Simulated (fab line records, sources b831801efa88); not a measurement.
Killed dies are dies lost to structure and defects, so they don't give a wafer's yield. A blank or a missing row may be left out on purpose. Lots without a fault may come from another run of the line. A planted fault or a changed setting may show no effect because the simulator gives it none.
Which tool did it? | flow sky130 | 6 lots, 18 wafers sampled, at 1 step of a route of 708

WHAT THE GAUGES READ, wafer by wafer
SKY_VIA1_CD_MEAS_12: target cd 150 nm.
lot  | measured     | on        | cd_nm (nm)
L488 | day 34 11:36 | cd_sem-01 | 146.6 148.5 146.3
L491 | day 35 10:08 | cd_sem-02 | 153.5 152.3 153.2
L494 | day 36 23:20 | cd_sem-02 | 149.1 147.2 148.5
L500 | day 38 21:47 | cd_sem-02 | 150.5 149.4 150.2
L501 | day 39 05:19 | cd_sem-01 | 149.3 149.1 149.1
L509 | day 41 00:43 | cd_sem-02 | 146.8 148.7 147.3

WHICH TOOL RAN EACH LOT (tool, then ch and the chambers of the sampled wafers, then the start)
The record holds no process step before these readings.

THE ANSWER, worked out from the rows above alone
Rule: what is usual is taken from the lots themselves. Put in order of their means at a reading, lots are off if they are a third of the lots or fewer, leave a main group of 4 or more, and stand apart from it by a gap of 3 or more times the standard deviation of the main group's means; of several such gaps the widest counts. A main group whose means are all the same, to the digits that the tables above print for the reading, isn't used. A lot without any number at a reading at which 4 lots or more have one is off too. The other lots that the step has rows for count as sound.
No lot is off at any reading shown: from this, nothing can be told.

WHAT THE SIMULATOR HAD PUT IN
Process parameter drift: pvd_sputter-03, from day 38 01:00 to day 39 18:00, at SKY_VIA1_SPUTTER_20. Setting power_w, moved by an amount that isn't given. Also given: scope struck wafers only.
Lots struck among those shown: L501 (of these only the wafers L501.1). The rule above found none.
